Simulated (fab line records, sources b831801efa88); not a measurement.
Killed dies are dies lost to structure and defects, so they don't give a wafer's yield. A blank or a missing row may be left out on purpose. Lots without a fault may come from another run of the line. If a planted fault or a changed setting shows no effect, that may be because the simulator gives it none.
fab line records	flow sky130
record lots=11	wafers=32	lastDay=50
route steps=708 shown VIA1@461 METAL2@483
lots that met no fault: taken from a fault-free run of the same line
startH: the number of hours between the record's first day and the start of the first shown wafer of the lot	waitH: hours from the lot's prior step to this one	" the same as in the row above	L1.1+2: a row that stands for several wafers	- no value, or no start was given	* or withheld: withheld	< > ~ a bound
route shown NAME@n: NAME is a module with steps in the file, n the number in the route of the first one	usual: mean/standard deviation of fault-free wafers	same: alike in all rows	chamber/n: place in a boat	sites: readings site by site	_std_site: the standard deviation of these	_edge_site: the outer-site mean with the inner-site mean subtracted	radiusMm: how far each site lies from the wafer's centre	mask NAME#n: copy n	behind: the most recent tool/chamber to have shaped the wafer	hold: why the lot went on hold/how many hours it stayed there/how the hold came to an end	device: transistor that didn't switch, given as n, p or np	end of line: the route-end tests of the same wafers	step lacking rows: just its recipe	killed: count of dies lost to structure and defects at first sort (not the wafer's yield)	map: shows each die of a wafer: x if killed, . if not, _ if none is there
set.NAME: the setting as run; set.NAME@STEP: as run at that earlier step	model.NAME: the simulator's own value behind a step, which no gauge read
one table for each step of the route and one row for each wafer, over a sample of lots
services: the hour from which a tool's chamber was out of use, counted from the record's first day as startH (under 0 if before that day), plus the number of hours and why
## steps
# step SKY_VIA1_BOW_MEAS_03
# recipe mode=bow
# usual VIA1_BOW=81/7.1
lot.wafer	tool	chamber	startH	waitH	VIA1_BOW[um]
L805.1	filmMetro-04	-	788.41	0.2	69
L805.2	"	-	"	"	83
L805.3	"	-	"	"	73
L804.1	filmMetro-04	-	789.91	0.2	80
L804.3	"	-	"	"	83
L804.5	"	-	"	"	81
L808.3	filmMetro-04	-	804.49	0.2	65
L808.5	"	-	"	"	81
L808.6	"	-	"	"	83
L810.2	filmMetro-03	-	819.76	0.2	72
L810.6	"	-	"	"	83
L814.1	filmMetro-04	-	854.85	0.2	77
L814.2	"	-	"	"	93
L814.3	"	-	"	"	84
L817.2	filmMetro-03	-	869.16	0.2	87
L817.3	"	-	"	"	92
L817.5	"	-	"	"	75
L820.2	filmMetro-03	-	887.39	0.2	70
L820.5	"	-	"	"	71
L820.6	"	-	"	"	80
L821.2	filmMetro-01	-	903.04	0.2	80
L821.5	"	-	"	"	81
L821.6	"	-	"	"	87
L822.2	filmMetro-01	-	903.34	0.2	79
L822.3	"	-	"	"	83
L822.6	"	-	"	"	81
L823.2	filmMetro-03	-	914.33	0.2	92
L823.3	"	-	"	"	72
L823.4	"	-	"	"	89
L825.4	filmMetro-04	-	924.86	0.2	83
L825.5	"	-	"	"	76
L825.6	"	-	"	"	80
# step SKY_VIA1_ETCH_15
# recipe target=SiO2	chemistry=C4F8/O2/Ar	targetDepthNm=351	stopOn=TiN	maskMaterial=KrF-thick	sourceW=1500	biasW=1200	pressureMtorr=40	c4f8FlowSccm=withheld	O2_flow_sccm=6	Ar_flow_sccm=300	timeS=54
# usual oesProductAu=0.981/0.0063
lot.wafer	tool	chamber	startH	waitH	oesProductAu	rfHoursCounterH
L805.1	rieDiel-02	3	815.46	0.0	0.987	10
L805.2	"	0	"	"	0.978	7
L805.3	"	2	"	"	0.983	13
L804.1	rieDiel-04	0	816.89	0.0	0.982	4
L804.3	"	3	"	"	0.992	36
L804.5	"	2	"	"	0.979	-
L808.3	rieDiel-02	2	831.64	0.0	0.985	13
L808.5	"	2	"	"	0.994	-
L808.6	"	1	"	"	0.983	-
L810.2	rieDiel-02	3	846.29	0.0	0.969	10
L810.6	"	2	"	"	0.977	-
L814.1	rieDiel-04	3	880.96	0.0	0.983	2
L814.2	"	1	"	"	0.982	17
L814.3	"	0	"	"	0.983	6
L817.2	rieDiel-02	3	894.48	0.0	0.978	11
L817.3	"	1	"	"	0.973	9
L817.5	"	0	"	"	0.981	-
L820.2	rieDiel-04	0	912.64	0.0	0.987	7
L820.5	"	0	"	"	0.985	-
L820.6	"	1	"	"	0.976	-
L821.2	rieDiel-04	1	928.06	0.0	0.972	18
L821.5	"	0	"	"	0.974	-
L821.6	"	1	"	"	0.986	-
L822.2	rieDiel-02	2	928.79	0.0	0.983	16
L822.3	"	3	"	"	0.993	12
L822.6	"	2	"	"	0.978	-
L823.2	rieDiel-03	3	940.31	0.0	0.992	4
L823.3	"	1	"	"	0.978	8
L823.4	"	0	"	"	0.973	9
L825.4	rieDiel-02	0	949.32	0.0	0.981	-
L825.5	"	1	"	"	0.975	-
L825.6	"	2	"	"	0.996	-
# step SKY_METAL2_SPUTTER_00
# recipe material=Ti	targetThkNm=15	powerW=3000	timeS=10	chamberPressurePa=0.4
# usual chamberPressurePa=0.3999/0.00074	throttleValvePct=30.2/1.2
lot.wafer	tool	chamber	startH	waitH	chamberPressurePa	throttleValvePct
L805.1	pvdSputter-03	-	816.73	0.1	0.3982	31.3
L805.2	"	-	"	"	0.4006	32.0
L805.3	"	-	"	"	0.4002	29.0
L804.1	pvdSputter-04	-	818.17	0.2	0.4001	30.1
L804.3	"	-	"	"	0.4008	30.7
L804.5	"	-	"	"	0.3996	29.4
L808.3	pvdSputter-01	-	832.92	0.1	0.3989	32.2
L808.5	"	-	"	"	0.4002	28.5
L808.6	"	-	"	"	0.4007	30.1
L810.2	pvdSputter-01	-	847.82	0.2	0.3994	30.1
L810.6	"	-	"	"	0.4000	28.5
L814.1	pvdSputter-04	-	882.23	0.1	0.4009	29.6
L814.2	"	-	"	"	0.4013	29.8
L814.3	"	-	"	"	0.4006	31.2
L817.2	pvdSputter-04	-	895.76	0.1	0.4011	30.8
L817.3	"	-	"	"	0.4005	29.9
L817.5	"	-	"	"	0.4007	29.2
L820.2	pvdSputter-04	-	914.01	0.1	0.3992	30.6
L820.5	"	-	"	"	0.3998	30.7
L820.6	"	-	"	"	0.3995	30.3
L821.2	pvdSputter-04	-	929.33	0.2	0.3998	31.0
L821.5	"	-	"	"	0.4004	29.4
L821.6	"	-	"	"	0.3999	30.0
L822.2	pvdSputter-03	-	930.23	0.2	0.3992	31.5
L822.3	"	-	"	"	0.3995	28.7
L822.6	"	-	"	"	0.3995	28.7
L823.2	pvdSputter-04	-	941.58	0.1	0.3996	31.0
L823.3	"	-	"	"	0.4003	30.7
L823.4	"	-	"	"	0.3992	29.3
L825.4	pvdSputter-03	-	950.56	0.2	0.3988	31.4
L825.5	"	-	"	"	0.3992	31.6
L825.6	"	-	"	"	0.3987	32.0
# step SKY_METAL2_SPUTTER_02
# recipe material=AlCu	targetThkNm=250	powerW=10600	timeS=13.3	chamberPressurePa=0.4
# usual chamberPressurePa=0.4000/0.00086	throttleValvePct=30.2/1.2
lot.wafer	tool	chamber	startH	waitH	chamberPressurePa	throttleValvePct
L805.1	pvdSputter-03	-	816.78	0.0	0.4005	31.5
L805.2	"	-	"	"	0.3992	31.7
L805.3	"	-	"	"	0.4006	28.7
L804.1	pvdSputter-04	-	818.22	0.0	0.3998	29.8
L804.3	"	-	"	"	0.4018	30.8
L804.5	"	-	"	"	0.3983	29.5
L808.3	pvdSputter-01	-	832.97	0.0	0.4004	32.2
L808.5	"	-	"	"	0.3994	28.3
L808.6	"	-	"	"	0.4013	30.1
L810.2	pvdSputter-01	-	847.87	0.0	0.4002	30.3
L810.6	"	-	"	"	0.4008	28.4
L814.1	pvdSputter-04	-	882.28	0.0	0.3993	29.3
L814.2	"	-	"	"	0.3993	29.9
L814.3	"	-	"	"	0.4010	30.6
L817.2	pvdSputter-04	-	895.81	0.0	0.3991	30.8
L817.3	"	-	"	"	0.4015	29.9
L817.5	"	-	"	"	0.4000	29.3
L820.2	pvdSputter-04	-	914.05	0.0	0.4008	30.5
L820.5	"	-	"	"	0.4003	30.8
L820.6	"	-	"	"	0.3986	30.8
L821.2	pvdSputter-04	-	929.38	0.0	0.3991	30.6
L821.5	"	-	"	"	0.4001	29.3
L821.6	"	-	"	"	0.3988	29.8
L822.2	pvdSputter-03	-	930.28	0.0	0.4010	31.7
L822.3	"	-	"	"	0.3999	28.8
L822.6	"	-	"	"	0.4010	28.8
L823.2	pvdSputter-04	-	941.63	0.0	0.3988	30.9
L823.3	"	-	"	"	0.3987	30.7
L823.4	"	-	"	"	0.4017	29.4
L825.4	pvdSputter-03	-	950.61	0.0	0.4007	31.8
L825.5	"	-	"	"	0.4019	31.7
L825.6	"	-	"	"	0.4011	32.0
# step SKY_METAL2_RS_MEAS_05
# recipe thkMeasGauge=four-point-probe	reads=TiN_of_METAL2_SPUTTER_04+Ti_of_METAL2_SPUTTER_03+AlCu_of_METAL2_SPUTTER_02+TiN_of_METAL2_SPUTTER_01+Ti_of_METAL2_SPUTTER_00
# usual METAL2_ALCU_RS=0.1266/0.0016
lot.wafer	tool	chamber	startH	waitH	METAL2_ALCU_RS[ohm/sq]
L805.1	filmMetro-02	-	816.87	0.0	0.1267
L805.2	"	-	"	"	0.1277
L805.3	"	-	"	"	0.1267
L804.1	filmMetro-03	-	818.31	0.0	0.1231
L804.3	"	-	"	"	0.1243
L804.5	"	-	"	"	0.1254
L808.3	filmMetro-03	-	833.10	0.1	0.1263
L808.5	"	-	"	"	0.1242
L808.6	"	-	"	"	0.1246
L810.2	filmMetro-02	-	847.98	0.0	0.1389
L810.6	"	-	"	"	0.1267
L814.1	filmMetro-02	-	882.37	0.0	0.1267
L814.2	"	-	"	"	0.1255
L814.3	"	-	"	"	0.1239
L817.2	filmMetro-03	-	895.92	0.0	0.1241
L817.3	"	-	"	"	0.1250
L817.5	"	-	"	"	0.1271
L820.2	filmMetro-02	-	914.17	0.0	0.1235
L820.5	"	-	"	"	0.1229
L820.6	"	-	"	"	0.1248
L821.2	filmMetro-02	-	929.49	0.0	0.1234
L821.5	"	-	"	"	0.1258
L821.6	"	-	"	"	0.1263
L822.2	filmMetro-02	-	930.39	0.0	0.1267
L822.3	"	-	"	"	0.1287
L822.6	"	-	"	"	0.1281
L823.2	filmMetro-04	-	941.74	0.0	0.1267
L823.3	"	-	"	"	0.1254
L823.4	"	-	"	"	0.1277
L825.4	filmMetro-02	-	950.76	0.1	0.1269
L825.5	"	-	"	"	0.1268
L825.6	"	-	"	"	0.1284
# step SKY_METAL2_THK_MEAS_06
# recipe thkMeasGauge=xrf	reads=AlCu_of_METAL2_SPUTTER_02
# usual METAL2_ALCU_THK=249/3.4
lot.wafer	tool	chamber	startH	waitH	METAL2_ALCU_THK[nm]
L805.1	filmMetro-02	-	816.99	0.1	249
L805.2	"	-	"	"	250
L805.3	"	-	"	"	248
L804.1	filmMetro-03	-	818.43	0.1	255
L804.3	"	-	"	"	254
L804.5	"	-	"	"	249
L808.3	filmMetro-03	-	833.20	0.1	250
L808.5	"	-	"	"	253
L808.6	"	-	"	"	255
L810.2	filmMetro-02	-	848.09	0.1	227
L810.6	"	-	"	"	247
L814.1	filmMetro-02	-	882.49	0.1	250
L814.2	"	-	"	"	252
L814.3	"	-	"	"	256
L817.2	filmMetro-03	-	896.03	0.1	253
L817.3	"	-	"	"	250
L817.5	"	-	"	"	249
L820.2	filmMetro-02	-	914.28	0.1	256
L820.5	"	-	"	"	255
L820.6	"	-	"	"	251
L821.2	filmMetro-02	-	929.60	0.1	255
L821.5	"	-	"	"	250
L821.6	"	-	"	"	249
L822.2	filmMetro-02	-	930.50	0.1	248
L822.3	"	-	"	"	244
L822.6	"	-	"	"	246
L823.2	filmMetro-04	-	941.85	0.1	248
L823.3	"	-	"	"	251
L823.4	"	-	"	"	246
L825.4	filmMetro-02	-	950.85	0.1	248
L825.5	"	-	"	"	247
L825.6	"	-	"	"	247
## services
tool	chamber	startH	hours	kind
rieDiel-03	-	799.24	0.5	repair
pvdSputter-01	-	809.19	6.6	repair
rieDiel-04	3	820.16	-	clean
rieDiel-04	3	820.16	17.2	scheduledDown
rieDiel-04	3	820.16	17.2	ventCycle
rieDiel-03	1	824.19	14.5	repair
pvdSputter-01	3	832.59	-	consumableReplace:kit
rieDiel-02	0	835.49	1.5	repair
rieDiel-02	-	867.90	14.6	pm
pvdSputter-03	0	872.01	-	consumableReplace:kit
pvdSputter-03	0	872.01	18.0	scheduledDown
pvdSputter-03	0	872.01	18.0	ventCycle
pvdSputter-04	-	879.10	2.1	repair
rieDiel-04	1	882.73	1.8	repair
pvdSputter-04	3	883.22	-	consumableReplace:kit
pvdSputter-04	3	883.22	18.0	scheduledDown
pvdSputter-04	3	883.22	18.0	ventCycle
rieDiel-04	-	891.03	0.4	repair
rieDiel-02	1	896.29	9.5	repair
rieDiel-04	3	923.91	3.2	repair
pvdSputter-01	-	924.37	6.0	repair
rieDiel-04	-	938.56	2.6	repair
pvdSputter-01	-	941.47	0.8	repair
rieDiel-03	-	947.44	4.3	pm
## key
firstSign step=SKY_METAL2_RS_MEAS_05	reading=METAL2_ALCU_RS	direction=up	sigmas=7.5	usual=0.1266	struck=0.1389
effect step=SKY_METAL2_THK_MEAS_06	reading=METAL2_ALCU_THK	direction=down	sigmas=6.4	usual=249	struck=227
metAt SKY_METAL2_SPUTTER_02
struckLots L810
struckWafers L810.2
rowsEnd L810.2
notActingAt SKY_VIA1_BOW_MEAS_03,SKY_VIA1_ETCH_15,SKY_METAL2_SPUTTER_00
onsetBetween 832.97 847.87
fault kind=processParameterDrift	tool=pvdSputter-01	chamber=-	onsetH=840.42	steps=SKY_METAL2_SPUTTER_02	channel=timeS	offset=*	shape=step	actsIn=*	stated=*	scope=struckWafersOnly
# rowsEnd: these wafers met a further fault down the route, and their rows from its step on are left out
